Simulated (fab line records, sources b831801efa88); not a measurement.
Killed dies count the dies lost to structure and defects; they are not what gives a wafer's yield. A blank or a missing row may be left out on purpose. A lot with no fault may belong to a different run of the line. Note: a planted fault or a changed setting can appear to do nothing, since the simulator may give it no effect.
fab line records -- flow gf180mcu
record lots=14, wafers=42, last-day=34
route steps=602 shown HV_LDD@202 CONTACT@302 V1@337
lots that met no fault: from a run of the same line without faults
start-h: start of the lot's first displayed wafer, in hours after the record's first day -- wait-h: hours since the lot's step before -- " as in the row above -- L1.1+2: several wafers, shown together as one row -- - either no value or no given start -- * or withheld: withheld -- < > ~ a bound
route shown NAME@n: a module of which the file shows steps, and the number in the route of the first -- usual: the fault-free wafers' mean and standard deviation -- same: alike in all rows -- chamber/n: place in a boat -- sites: per-site readings -- _std_site: the values' standard deviation -- _edge_site: the outer-site mean with the inner-site mean subtracted -- radius-mm: how far each site lies from the wafer's centre -- mask NAME#n: copy n -- behind: tool/chamber where the wafer was last shaped -- hold: the reason the lot was held/the length of the hold in hours/how it ended -- device: the transistor (n, p or np) that didn't switch -- end of line: the route-end tests of the same wafers -- a step given without rows: its recipe and nothing more -- killed: dies lost to structure and defects at the first sort, not the wafer's yield -- map: a wafer's dies, marking killed ones x, the rest . and places with no die _
set.NAME: setting as actually run; set.NAME@STEP: the setting as run at that earlier step -- model.NAME: the simulator's own value behind a step, which no gauge read
one table for each step of the route and one row for each wafer, over a sample of lots
services: the hour from which a tool's chamber was out of use, counted from the record's first day as start-h (under 0 if before that day), plus the number of hours and why
## steps
# step GF_HV_LDD_COAT_26
# recipe resist=NOVOLAK, spin-rpm=3000, resist-thk-nm=1000
lot.wafer,tool,chamber,start-h,wait-h
L633.1+4+5,litho-track-03,0,254.21,0.1
L634.2+4+6,litho-track-04,0,261.23,0.1
L636.1+3+4,litho-track-04,0,273.91,0.1
L638.3+4+6,litho-track-04,0,289.26,0.1
L639.1+4+5,litho-track-04,0,301.21,0.1
L646.3+4+6,litho-track-03,0,355.36,0.1
L647.1+5+6,litho-track-04,0,358.61,0.1
L648.2+5+6,litho-track-01,0,368.17,0.1
L649.1+3+4,litho-track-04,0,382.46,0.1
L650.2+3+6,litho-track-01,0,386.42,0.1
L651.2+3+4,litho-track-03,0,394.53,0.1
L653.4+5+6,litho-track-03,0,413.08,0.1
L654.2+5+6,litho-track-03,0,417.03,0.1
L655.1+2+3,litho-track-01,0,427.34,0.1
# step GF_HV_LDD_STRIP_37
# recipe chemistry=O2/N2, power-w=1400, pressure-mtorr=1500, platen-temp-c=250, o2-flow-sccm=3000, n2-flow-sccm=300, overash-fraction=0.5
# usual drypump-motor-current-A=5.6/0.46, heater-power-w=315/22, n2-flow-sccm=300.0/0.84, oes-product-au=0.716/0.0042, strip-time-to-endpoint-s=12.65/0.031
lot.wafer,tool,chamber,start-h,wait-h,drypump-motor-current-A,heater-power-w,n2-flow-sccm,oes-product-au,rf-hours-counter-h,strip-time-to-endpoint-s
L633.1,plasma-asher-03,0,264.76,0.1,4.8,333,300.0,0.715,46,12.61
L633.4,plasma-asher-03,1,264.76,0.1,6.0,341,299.6,0.725,-,12.63
L633.5,plasma-asher-03,0,264.76,0.1,4.9,328,299.0,0.710,-,12.65
L634.2,plasma-asher-04,1,271.80,0.1,5.6,345,300.8,0.717,15,12.69
L634.4,plasma-asher-04,1,271.80,0.1,5.6,335,300.8,0.714,-,12.72
L634.6,plasma-asher-04,0,271.80,0.1,5.1,304,300.3,0.715,-,12.75
L636.1,plasma-asher-01,1,284.76,0.1,5.8,304,301.0,0.708,66,12.56
L636.3,plasma-asher-01,1,284.76,0.1,5.8,300,301.4,0.714,-,12.49
L636.4,plasma-asher-01,0,284.76,0.1,6.1,280,299.9,0.713,-,12.52
L638.3,plasma-asher-04,0,300.25,0.1,5.2,297,299.3,0.719,-,12.47
L638.4,plasma-asher-04,1,300.25,0.1,5.6,330,299.7,0.719,-,12.49
L638.6,plasma-asher-04,1,300.25,0.1,5.6,338,299.6,0.719,-,12.52
L639.1,plasma-asher-03,1,312.51,0.1,6.0,345,300.0,0.721,51,12.47
L639.4,plasma-asher-03,0,312.51,0.1,4.8,336,298.9,0.719,-,12.49
L639.5,plasma-asher-03,1,312.51,0.1,6.0,354,299.2,0.715,-,12.49
L646.3,plasma-asher-04,1,366.90,0.1,5.6,338,301.3,0.713,-,12.66
L646.4,plasma-asher-04,0,366.90,0.1,5.1,309,300.1,0.718,-,12.60
L646.6,plasma-asher-04,1,366.90,0.1,5.6,338,301.9,0.719,-,12.69
L647.1,plasma-asher-01,0,370.70,0.1,6.2,281,301.1,0.719,75,12.61
L647.5,plasma-asher-01,1,370.70,0.1,5.8,295,300.7,0.708,-,12.65
L647.6,plasma-asher-01,0,370.70,0.1,6.2,281,300.8,0.716,-,12.61
L648.2,plasma-asher-01,0,381.00,0.1,6.1,286,299.5,0.709,76,12.63
L648.5,plasma-asher-01,1,381.00,0.1,5.8,303,299.6,0.718,-,12.61
L648.6,plasma-asher-01,0,381.00,0.1,6.2,282,299.9,0.713,-,12.64
L649.1,plasma-asher-04,1,394.26,0.1,5.6,334,299.9,0.718,28,12.58
L649.3,plasma-asher-04,0,394.26,0.1,5.1,293,301.2,0.709,-,12.63
L649.4,plasma-asher-04,1,394.26,0.1,5.6,336,300.2,0.722,-,12.63
L650.2,plasma-asher-03,1,399.41,0.1,6.0,343,299.4,0.710,60,12.62
L650.3,plasma-asher-03,1,399.41,0.1,6.0,341,301.0,0.713,-,12.67
L650.6,plasma-asher-03,0,399.41,0.1,4.9,343,300.5,0.715,-,12.65
L651.2,plasma-asher-01,1,407.36,0.1,5.8,315,299.8,0.713,79,12.60
L651.3,plasma-asher-01,1,407.36,0.1,5.8,315,299.7,0.718,-,12.60
L651.4,plasma-asher-01,0,407.36,0.1,6.2,273,300.0,0.716,-,12.62
L653.4,plasma-asher-01,0,426.55,0.1,6.2,281,300.4,0.722,-,12.63
L653.5,plasma-asher-01,0,426.55,0.1,6.2,288,301.3,0.713,-,12.68
L653.6,plasma-asher-01,1,426.55,0.1,5.8,308,300.6,0.716,-,12.64
L654.2,plasma-asher-04,0,429.71,0.1,5.2,309,300.5,0.722,32,12.67
L654.5,plasma-asher-04,0,429.71,0.1,5.1,304,301.3,0.718,-,12.67
L654.6,plasma-asher-04,1,429.71,0.1,5.6,337,299.1,0.721,-,12.63
L655.1,plasma-asher-01,1,440.61,0.1,5.8,304,300.0,0.720,82,12.63
L655.2,plasma-asher-01,0,440.61,0.1,6.2,285,300.7,0.714,82,12.65
L655.3,plasma-asher-01,1,440.61,0.1,5.8,293,299.9,0.717,-,12.63
# step GF_HV_LDD_OVL_MEAS_47
# usual HV_LDD_03_OVL=0.0/1.3
lot.wafer,tool,chamber,start-h,wait-h,HV_LDD_03_OVL[nm]
L633.1,overlay-01,-,284.43,0.1,1.8
L633.4,overlay-01,-,284.43,0.1,0.7
L633.5,overlay-01,-,284.43,0.1,-0.1
L634.2,overlay-02,-,291.60,0.1,-0.3
L634.4,overlay-02,-,291.60,0.1,-0.6
L634.6,overlay-02,-,291.60,0.1,-0.4
L636.1,overlay-02,-,303.88,0.1,0.1
L636.3,overlay-02,-,303.88,0.1,-0.7
L636.4,overlay-02,-,303.88,0.1,0.8
L638.3,overlay-01,-,320.64,0.1,-1.8
L638.4,overlay-01,-,320.64,0.1,-1.9
L638.6,overlay-01,-,320.64,0.1,0.0
L639.1,overlay-01,-,333.58,0.1,-1.1
L639.4,overlay-01,-,333.58,0.1,1.0
L639.5,overlay-01,-,333.58,0.1,0.6
L646.3,overlay-01,-,389.84,0.1,-2.2
L646.4,overlay-01,-,389.84,0.1,-1.7
L646.6,overlay-01,-,389.84,0.1,0.3
L647.1,overlay-02,-,393.16,0.1,1.3
L647.5,overlay-02,-,393.16,0.1,-1.6
L647.6,overlay-02,-,393.16,0.1,-1.1
L648.2,overlay-02,-,403.58,0.1,-1.1
L648.5,overlay-02,-,403.58,0.1,-0.3
L648.6,overlay-02,-,403.58,0.1,-0.2
L649.1,overlay-02,-,417.26,0.1,-0.9
L649.3,overlay-02,-,417.26,0.1,1.2
L649.4,overlay-02,-,417.26,0.1,-0.4
L650.2,overlay-01,-,423.53,0.1,-0.3
L650.3,overlay-01,-,423.53,0.1,0.7
L650.6,overlay-01,-,423.53,0.1,1.2
L651.2,overlay-01,-,431.28,0.1,1.5
L651.3,overlay-01,-,431.28,0.1,-0.7
L651.4,overlay-01,-,431.28,0.1,0.4
L653.4,overlay-01,-,451.03,0.1,2.4
L653.5,overlay-01,-,451.03,0.1,-0.4
L653.6,overlay-01,-,451.03,0.1,2.1
L654.2,overlay-01,-,454.32,0.1,2.3
L654.5,overlay-01,-,454.32,0.1,-0.2
L654.6,overlay-01,-,454.32,0.1,-1.9
L655.1,overlay-02,-,465.42,0.1,0.5
L655.2,overlay-02,-,465.42,0.1,-1.1
L655.3,overlay-02,-,465.42,0.1,-2.8
# step GF_CONTACT_OVL_MEAS_15
# usual CONTACT_OVL=-3/5.2
lot.wafer,tool,chamber,start-h,wait-h,CONTACT_OVL[nm]
L633.1,overlay-01,-,374.28,0.1,2
L633.4,overlay-01,-,374.28,0.1,2
L633.5,overlay-01,-,374.28,0.1,2
L634.2,overlay-02,-,381.67,0.1,-16
L634.4,overlay-02,-,381.67,0.1,-17
L634.6,overlay-02,-,381.67,0.1,-7
L636.1,overlay-01,-,395.93,0.1,0
L636.3,overlay-01,-,395.93,0.1,-4
L636.4,overlay-01,-,395.93,0.1,2
L638.3,overlay-01,-,416.54,0.1,-8
L638.4,overlay-01,-,416.54,0.1,-15
L638.6,overlay-01,-,416.54,0.1,-7
L639.1,overlay-01,-,431.39,0.1,2
L639.4,overlay-01,-,431.39,0.1,-1
L639.5,overlay-01,-,431.39,0.1,-2
L646.3,overlay-01,-,492.02,0.1,-1
L646.4,overlay-01,-,492.02,0.1,-8
L646.6,overlay-01,-,492.02,0.1,-6
L647.1,overlay-02,-,496.72,0.1,-2
L647.5,overlay-02,-,496.72,0.1,-10
L647.6,overlay-02,-,496.72,0.1,-6
L648.2,overlay-02,-,505.63,0.1,6
L648.5,overlay-02,-,505.63,0.1,0
L648.6,overlay-02,-,505.63,0.1,1
L649.1,overlay-01,-,520.07,0.1,-5
L649.3,overlay-01,-,520.07,0.1,1
L649.4,overlay-01,-,520.07,0.1,-3
L650.2,overlay-01,-,524.68,0.1,-5
L650.3,overlay-01,-,524.68,0.1,-2
L650.6,overlay-01,-,524.68,0.1,-7
L651.2,overlay-02,-,532.96,0.1,-3
L651.3,overlay-02,-,532.96,0.1,-4
L651.4,overlay-02,-,532.96,0.1,-4
L653.4,overlay-01,-,551.34,0.1,-4
L653.5,overlay-01,-,551.34,0.1,-3
L653.6,overlay-01,-,551.34,0.1,2
L654.2,overlay-01,-,553.51,0.1,-2
L654.5,overlay-01,-,553.51,0.1,-8
L654.6,overlay-01,-,553.51,0.1,-3
L655.1,overlay-01,-,564.32,0.1,-1
L655.2,overlay-01,-,564.32,0.1,-2
L655.3,overlay-01,-,564.32,0.1,-4
# step GF_V1_CVD_02
# recipe material=SiO2, target-thk-nm=850, precursor=TEOS, temp-c=400, time-s=94.851, rf-w=600
# usual heater-power-w=624/76
lot.wafer,tool,chamber,start-h,wait-h,heater-power-w
L633.1,pecvd-04,1,399.80,0.1,568
L633.4,pecvd-04,2,399.80,0.1,690
L633.5,pecvd-04,0,399.80,0.1,595
L634.2,pecvd-03,1,406.27,0.0,707
L634.4,pecvd-03,0,406.27,0.0,645
L634.6,pecvd-03,1,406.27,0.0,584
L636.1,pecvd-04,1,422.44,0.1,578
L636.3,pecvd-04,2,422.44,0.1,708
L636.4,pecvd-04,0,422.44,0.1,609
L638.3,pecvd-03,0,443.32,0.1,542
L638.4,pecvd-03,2,443.32,0.1,509
L638.6,pecvd-03,0,443.32,0.1,612
L639.1,pecvd-03,1,458.62,0.1,674
L639.4,pecvd-03,2,458.62,0.1,665
L639.5,pecvd-03,1,458.62,0.1,726
L646.3,pecvd-01,2,516.87,0.0,569
L646.4,pecvd-01,1,516.87,0.0,677
L646.6,pecvd-01,0,516.87,0.0,637
L647.1,pecvd-03,2,522.81,0.1,613
L647.5,pecvd-03,2,522.81,0.1,638
L647.6,pecvd-03,1,522.81,0.1,720
L648.2,pecvd-01,0,531.22,0.0,816
L648.5,pecvd-01,1,531.22,0.0,569
L648.6,pecvd-01,0,531.22,0.0,626
L649.1,pecvd-03,1,545.81,0.1,689
L649.3,pecvd-03,0,545.81,0.1,601
L649.4,pecvd-03,2,545.81,0.1,503
L650.2,pecvd-03,0,549.86,0.0,624
L650.3,pecvd-03,2,549.86,0.0,598
L650.6,pecvd-03,2,549.86,0.0,632
L651.2,pecvd-04,1,557.89,0.0,465
L651.3,pecvd-04,2,557.89,0.0,677
L651.4,pecvd-04,0,557.89,0.0,608
L653.4,pecvd-01,1,576.34,0.1,701
L653.5,pecvd-01,0,576.34,0.1,700
L653.6,pecvd-01,2,576.34,0.1,564
L654.2,pecvd-04,1,578.06,0.0,583
L654.5,pecvd-04,1,578.06,0.0,588
L654.6,pecvd-04,2,578.06,0.0,570
L655.1,pecvd-03,1,587.71,0.1,729
L655.2,pecvd-03,2,587.71,0.1,600
L655.3,pecvd-03,0,587.71,0.1,600
## services
tool,chamber,start-h,hours,kind
plasma-asher-04,-,286.59,2.0,repair
pecvd-04,-,296.32,1.1,repair
plasma-asher-03,-,314.01,1.6,repair
pecvd-03,2,376.00,5.1,repair
pecvd-01,-,400.84,0.6,repair
plasma-asher-04,-,412.84,1.0,repair
litho-track-04,-,418.15,-,consumable-replace:filter
plasma-asher-01,-,426.91,0.6,repair
pecvd-04,1,433.69,11.0,repair
pecvd-03,1,437.47,18.2,repair
pecvd-04,0,456.91,3.8,repair
pecvd-04,-,474.68,4.3,pm
plasma-asher-04,-,476.41,1.8,repair
plasma-asher-03,-,490.56,1.7,repair
pecvd-04,1,539.11,4.1,repair
pecvd-01,-,550.50,0.5,repair
pecvd-01,1,555.28,13.9,repair
pecvd-01,2,560.89,6.3,repair
## key
first-sign step=GF_HV_LDD_STRIP_37, reading=strip-time-to-endpoint-s, direction=down, sigmas=4.9, usual=*, struck=*
effect none on later readings
met-at GF_HV_LDD_COAT_26
struck-lots L636,L638,L639
tester-left-out L636,L638,L639
not-acting-at GF_HV_LDD_OVL_MEAS_47,GF_CONTACT_OVL_MEAS_15,GF_V1_CVD_02
onset-between 261.23 273.91
fault kind=process-parameter-drift, tool=litho-track-04, chamber=-, onset-h=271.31, steps=GF_HV_LDD_COAT_26, channel=resist-thk-nm, offset=*, shape=step, end-h=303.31, acts-in=*, stated=*
# tester-left-out: of these lots the tester's yield and bins aren't shown, on N5 and GAA mostly nor the transistor test; their killed dies are dies lost to structure and defects alone, not to doping, threshold or leakage, so they don't give the yield
